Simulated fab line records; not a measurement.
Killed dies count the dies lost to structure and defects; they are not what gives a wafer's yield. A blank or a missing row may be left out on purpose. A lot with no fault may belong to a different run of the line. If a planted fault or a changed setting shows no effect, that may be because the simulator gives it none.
A struck lot beside a sound one / flow gf180mcu / 33 steps out of a route of 602
Sound: these wafers, L513.1, L513.2, L513.6. The struck wafers were L507.2, L507.3, L507.5. The cause is named last.
Per side, at each step with rows, come the tool, then ch with its chambers, and then its first start. Under that, the readings that differ: sound wafers / struck wafers / difference of the means / sigmas: that difference in standard deviations of wafers without a fault.
alike: a reading whose means differ by less than 2 such deviations, as well as words and numbers matching on both sides. not compared: withheld readings; readings where some wafer has no value; bounds like >300 that might hide an equal value; numbers whose values overlap and for which the record gives no deviation.
A row with sigmas, a row that says differs or no value, or rows on one side alone: a step with any of these is where the two part. Non-overlapping numbers with no deviation appear without sigmas and do not part them. Lack of a reading on every wafer of one side parts them only where that side has two or more wafers.

first, 1 step without rows for these wafers: GF_M5_DEVELOP_06 (develop time 60 s).
GF_M5_CD_MEAS_07: target cd 280 nm.
  sound on cd-sem-01, day 30 07:50; struck on cd-sem-01, day 28 13:07
  alike: cd-nm
GF_M5_OVL_MEAS_08:
  sound on overlay-01, day 30 07:58; struck on overlay-01, day 28 13:14
  alike: M5_OVL
then, 1 step without rows for these wafers: GF_M5_ETCH_09 (etches Si3N4 in CF4/O2, target depth 52 nm, time 11.6 s).
GF_M5_METAL_ETCH_10: etches the open film in Cl2/BCl3, stops on SiO2, target depth 627.5 nm, time 104.6 s.
  sound on rie-metal-04 ch 0,1, day 30 08:01; struck on rie-metal-03 ch 1, day 28 13:17
  alike: bcl3-flow-sccm, bias-w, drypump-motor-current-A, oes-product-au, throttle-valve-pct
  not compared: rf-hours-counter-h
GF_M5_STRIP_11: strips in O2/N2.
  sound on plasma-asher-01 ch 0,1, day 30 08:08; struck on plasma-asher-04 ch 0,1, day 28 13:24
  alike: drypump-motor-current-A, heater-power-w, n2-flow-sccm, oes-product-au, strip-time-to-endpoint-s
  not compared: rf-hours-counter-h
then, 3 steps without rows for these wafers: GF_M5_STRIP_12 (strips in post etch residue remover, time 1200 s); GF_M5_CLEAN_13 (cleans in DIW); GF_V5_CVD_00 (deposits SiO2, target thk 300 nm, time 50 s).
GF_V5_THK_MEAS_01:
  sound on film-metro-04, day 30 08:43; struck on film-metro-04, day 28 14:06
  alike: V5_CVD_00_THK
then, 1 step without rows for these wafers: GF_V5_CVD_02 (deposits SiO2 from TEOS, target thk 1450 nm, time 163.28 s).
GF_V5_THK_MEAS_03:
  sound on film-metro-04, day 30 08:52; struck on film-metro-03, day 28 14:16
  alike: V5_CVD_02_THK
GF_V5_CMP_04: polishes SiO2.
  sound on cmp-02 ch 0,2,3, day 30 08:59; struck on cmp-02 ch 0,3, day 28 14:25
  no value came back on the struck wafers for edge-zone-pressure-frac, head-pressure-psi (psi), motor-current-A (A), platen-rpm (rpm); on the sound wafers edge-zone-pressure-frac reads 0.988 0.999 0.996
reading=model.SiO2_of_V5_CVD_02.thk-nm (nm); sound=854.3 853.1 853.5; struck=1430 1442 1460; difference=+590; sigmas=
GF_V5_BOW_MEAS_05:
  sound on film-metro-04, day 30 09:14; struck on film-metro-02, day 28 14:44
reading=V5_BOW (um); sound=133 128 145; struck=155 163 163; difference=+25; sigmas=+2
then, 8 steps without rows for these wafers: GF_V5_DEHYDRATE_06 (time 60 s); GF_V5_HMDS_07 (prime time 60 s); GF_V5_COAT_08; GF_V5_COAT_09 (resist thk 1000 nm); GF_V5_SOFTBAKE_10 (time 60 s); GF_V5_EXPOSE_11 (exposes mask Via5, target cd 260 nm); GF_V5_PEB_12 (peb time 90 s); GF_V5_DEVELOP_13 (develop time 60 s).
GF_V5_CD_MEAS_14: target cd 260 nm.
  sound on cd-sem-02, day 31 02:32; struck on cd-sem-02, day 29 09:31
  alike: cd-nm
GF_V5_OVL_MEAS_15:
  sound on overlay-01, day 31 02:39; struck on overlay-01, day 29 09:37
  alike: V5_OVL
then, 1 step without rows for these wafers: GF_V5_ETCH_16 (etches BARC in N2/H2).
GF_V5_ETCH_17: etches SiO2 in C4F8/O2/Ar, stops on TiN, target depth 855 nm.
  sound on rie-diel-03 ch 1,2; struck on rie-diel-02 ch 2,3
reading=oes-product-au (a.u.); sound=0.866 0.858 0.863; struck=1.609 1.627 1.635; difference=+0.761; sigmas=+99 or more
reading=model.etch.depth-nm (nm); sound=854.3 853.1 853.5; struck=1082 1104 1110; difference=+245; sigmas=
reading=model.V5.feature-depth-nm (nm); sound=854.3 853.1 853.5; struck=1082 1104 1110; difference=+245; sigmas=
  alike: bias-w
GF_V5_STRIP_18: strips in O2/N2.
  sound on plasma-asher-02 ch 0,1, day 31 02:50; struck on plasma-asher-02 ch 0,1, day 29 09:49
  alike: drypump-motor-current-A, heater-power-w, n2-flow-sccm, oes-product-au
  not compared: rf-hours-counter-h
then, 2 steps without rows for these wafers: GF_V5_STRIP_19 (strips in post etch residue remover, time 1200 s); GF_V5_CLEAN_20 (cleans in DIW).
GF_V5_SPUTTER_21: material Ti, target thk 15 nm, time 80.02 s.
  sound on pvd-sputter-03, day 31 03:25; struck on pvd-sputter-02, day 29 10:21
  alike: substrate-temp-c, throttle-valve-pct
GF_V5_SPUTTER_22: material TiN, target thk 10 nm, time 40 s.
  sound on pvd-sputter-03, day 31 03:28; struck on pvd-sputter-02, day 29 10:25
  alike: throttle-valve-pct
then, 1 step without rows for these wafers: GF_V5_CVD_23 (deposits W, target thk 350 nm, time 104.9 s).
GF_V5_CMP_26: polishes, stops on SiO2, t overpolish 15 s, target thk 0 nm.
  sound on cmp-01 ch 0,1,3, day 31 03:54; struck on cmp-02 ch 0,3, day 29 10:44
reading=model.SiO2_of_V5_CVD_02.thk-nm (nm); sound=850.5 849.3 849.7; struck=1427 1438 1456; difference=+590; sigmas=
  alike: edge-zone-pressure-frac, head-pressure-psi, motor-current-A, platen-rpm

== WHERE THEY PART ==
First at GF_V5_CMP_04; last, within this record, at GF_V5_ETCH_17. Later steps at which nothing parts them and some readings are alike: GF_V5_STRIP_18, GF_V5_SPUTTER_21, GF_V5_SPUTTER_22, GF_V5_CMP_26.

WHY: what the simulator had put in
Skipped step whole: cmp-02, from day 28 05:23 on, at GF_V5_CMP_04. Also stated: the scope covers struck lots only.
